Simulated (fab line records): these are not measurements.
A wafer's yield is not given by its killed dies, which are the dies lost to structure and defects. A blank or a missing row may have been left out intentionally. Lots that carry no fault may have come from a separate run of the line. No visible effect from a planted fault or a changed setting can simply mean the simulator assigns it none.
A struck lot beside a sound one ; flow sky130 ; 14 out of 708 route steps
Sound: these wafers, L809.3, L809.4, L809.6. Struck: wafers L814.2, L814.3, L814.4. Last of all comes the cause.
At each step with rows: each side's tool, then ch and its chambers, then its first start. Under that, the readings that differ: sound wafers ; struck wafers ; difference of the means ; sigmas: that difference in standard deviations of wafers without a fault.
alike: readings whose means differ by less than 2 such deviations, and words and numbers that are the same on both sides. not compared: withheld readings, readings that some wafer has no value for, bounds like >300 that may hide the same value, and numbers for which the record gives no deviation and whose values overlap.
The two part at a step that has a row with sigmas, a row that says differs or no value, or rows on one side only. Non-overlapping numbers with no deviation appear without sigmas and do not part them. A reading missing from all wafers of one side parts the sides only when that side holds two or more wafers.

SKY_SD_N_RS_MEAS_17: measurement is done with a four-point probe.
  sound on film metro-04 at day 32 02:32; struck on film metro-01 at day 34 05:55
  alike: SD_P_RS
SKY_SD_N_RS_MEAS_18: measurement is done with a four-point probe.
  sound on film metro-04 at day 32 02:40; struck on film metro-01 at day 34 06:02
  alike: RES_XHIGH_RS
then, 2 steps without rows for these wafers: SKY_SALICIDE_CLEAN_00 (cleans in HF-last, time 30 s); SKY_LI_CONTACT_HDPCVD_00 (deposits PSG, target thk 930 nm, time 155 s).
SKY_LI_CONTACT_THK_MEAS_01:
  sound on film metro-03 at day 32 02:53; struck on film metro-01 at day 34 06:17
  alike: LI_CONTACT_HDPCVD_THK
SKY_LI_CONTACT_CMP_02: polishes PSG.
  sound on cmp-01 ch 1,3, day 32 03:08; struck on cmp-01 ch 0,1,3, day 34 06:20
  alike: motor current A, time to endpoint s
SKY_LI_CONTACT_BOW_MEAS_03:
  sound on film metro-01 at day 32 03:29; struck on film metro-04 at day 34 06:39
  alike: LI_CONTACT_BOW
then, 5 steps without rows for these wafers: SKY_LI_CONTACT_DEHYDRATE_04 (time 60 s); SKY_LI_CONTACT_HMDS_05 (prime time 60 s); SKY_LI_CONTACT_COAT_06 (resist thk 60 nm); SKY_LI_CONTACT_COAT_07 (resist thk 450 nm); SKY_LI_CONTACT_SOFTBAKE_08 (time 90 s).
SKY_LI_CONTACT_EXPOSE_09: exposes mask LICM1, target cd 170 nm.
  struck on krf scanner-02, day 34 20:24; sound on krf scanner-02 ch 0, day 32 17:10
  no value came back on the struck wafers for exposure dose mJ cm2, focus offset nm (nm); on the sound wafers exposure dose mJ cm2 reads 38.01 37.98 37.99
  alike: mask
then, 1 step without rows for these wafers: SKY_LI_CONTACT_PEB_10.

## WHERE THEY PART
Only at SKY_LI_CONTACT_EXPOSE_09, as far as this record shows.

WHY: whatever the simulator had introduced
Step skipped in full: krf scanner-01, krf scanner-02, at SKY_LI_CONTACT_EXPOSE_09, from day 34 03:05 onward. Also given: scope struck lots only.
